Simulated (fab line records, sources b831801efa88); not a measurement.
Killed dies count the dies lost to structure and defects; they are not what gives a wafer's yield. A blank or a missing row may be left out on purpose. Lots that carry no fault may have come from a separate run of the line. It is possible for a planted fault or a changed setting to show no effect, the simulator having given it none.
2 desks looking at one fault / flow sky130 / each desk has only its own numbers; what lay behind them comes last

== AT THE TOOL OWNER'S DESK: furnace-01 ==
The tool's own readings at SKY_SONOS_ONO_OXIDATION_00 (stabilise 600 s, purge 300 s, target thk 2.6 nm): means of the sampled wafers that have a number, for each lot that ran on this tool. Any lot whose mean is over 4 standard deviations away from the usual mean is out of limits and marked OUT; that distance is given in the brackets. Shown are 7 of the 8 readings it has, namely the first that went out of limits plus those furthest out on some lot.
Columns: A = spike tc bottom C at SKY_SONOS_ONO_OXIDATION_00, usual 820.5 C; B = spike tc centre C at SKY_SONOS_ONO_OXIDATION_00, usual 801.1 C; C = spike tc lower C at SKY_SONOS_ONO_OXIDATION_00, usual 800.7 C; D = spike tc top C at SKY_SONOS_ONO_OXIDATION_00, usual 810.9 C; E = spike tc upper C at SKY_SONOS_ONO_OXIDATION_00, usual 800.8 C; F = tube center temp C at SKY_SONOS_ONO_OXIDATION_00, usual 800.01 C; G = tube_center_temp_C_max at SKY_SONOS_ONO_OXIDATION_00, usual 802.0
lot=L529; first seen here=day 11 14:41; A=821.2; B=801.4; C=800.5; D=811.4; E=800.9; F=799.96; G=802.3
lot=L530; first seen here=day 12 04:05; A=822.2; B=800.3; C=802.0; D=811.9; E=801.2; F=800.00; G=802.0
lot=L531; first seen here=day 12 12:06; A=821.7; B=800.3; C=801.3; D=810.8; E=800.9; F=800.02; G=801.7
lot=L535; first seen here=day 13 23:19; A=819.8; B=800.3; C=801.0; D=810.7; E=801.1; F=799.99; G=802.1
lot=L539; first seen here=day 14 23:05; A=821.4; B=800.8; C=801.3; D=810.6; E=799.7; F=799.97; G=802.0
lot=L541; first seen here=day 15 13:01; A=829.9 (+7.9) OUT; B=811.0 (+9.0) OUT; C=811.1 (+10) OUT; D=821.0 (+10) OUT; E=811.6 (+12) OUT; F=810.10 (+99 or more) OUT; G=812.3 (+32) OUT
lot=L543; first seen here=day 16 07:20; A=831.3 (+9.0) OUT; B=809.8 (+7.9) OUT; C=810.5 (+9.8) OUT; D=820.9 (+10) OUT; E=810.7 (+11) OUT; F=810.10 (+99 or more) OUT; G=812.3 (+32) OUT
lot=L550; first seen here=day 18 23:48; A=820.0; B=800.9; C=800.0; D=811.7; E=800.2; F=800.04; G=802.7
lot=L551; first seen here=day 19 02:39; A=820.7; B=800.5; C=800.9; D=810.6; E=800.7; F=800.02; G=802.1
This desk's finding: out of limits on L541, L543; first on L541, day 15 13:01 (spike tc bottom C at SKY_SONOS_ONO_OXIDATION_00). In limits: L529, L530, L531, L535, L539, L550, L551.

== THE METROLOGY DESK ==
What the gauges read for every lot (on any tool): the sampled wafers with a number, averaged. Any lot whose mean is over 4 standard deviations away from the usual mean is out of limits and marked OUT; that distance is given in the brackets.
Columns: A = PWDE_TW at SKY_PWDE_TW_MEAS_10, usual 375.2; B = NWELL_01_OVL at SKY_NWELL_OVL_MEAS_23, usual -0.6 nm; C = SONOS_ONO_OXIDATION_THK at SKY_SONOS_ONO_THK_MEAS_01, usual 2.60 nm
lot=L529; first seen here=day 4 02:02; A=372.8; B=-0.6; C=2.49
lot=L530; first seen here=day 4 11:08; A=372.6; B=0.1; C=2.65
lot=L531; first seen here=day 4 14:59; A=376.3; B=-0.4; C=2.62
lot=L534; first seen here=day 5 05:27; A=377.6; B=0.2; C=2.70
lot=L535; first seen here=day 5 16:20; A=376.1; B=-1.1; C=2.59
lot=L539; first seen here=day 6 11:14; A=373.6; B=1.6; C=2.60
lot=L541; first seen here=day 6 21:11; A=375.0; B=-1.2; C=2.96 (+7.3) OUT
lot=L542; first seen here=day 7 04:40; A=374.0; B=0.6; C=2.58
lot=L543; first seen here=day 7 09:50; A=375.0; B=1.3; C=3.01 (+8.3) OUT
lot=L550; first seen here=day 9 06:02; A=376.7; B=-0.6; C=2.60
lot=L551; first seen here=day 9 09:28; A=375.0; B=-0.7; C=2.65
Per this desk, out of limits: L541, L543; the first was L541, day 15 14:23 (SONOS_ONO_OXIDATION_THK at SKY_SONOS_ONO_THK_MEAS_01). In limits: L529, L530, L531, L534, L535, L539, L542, L550, L551.

== ALL TOGETHER ==
The tool owner's desk had the chance to raise an alarm at day 15 13:01 on L541, L543.
At day 15 14:23 the metrology desk could have sounded an alarm, on L541, L543.
The lots listed all ran SKY_SONOS_ONO_OXIDATION_00 on furnace-01.

== WHAT THE SIMULATOR PUT IN ==
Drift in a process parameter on furnace-01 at SKY_SONOS_ONO_OXIDATION_00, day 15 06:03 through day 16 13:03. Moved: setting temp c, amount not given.
Shown lots that were struck: L541, L543.
Hours from the fault's start to each desk's first reading out of limits: the tool owner's desk, 7; the metrology desk, 8.
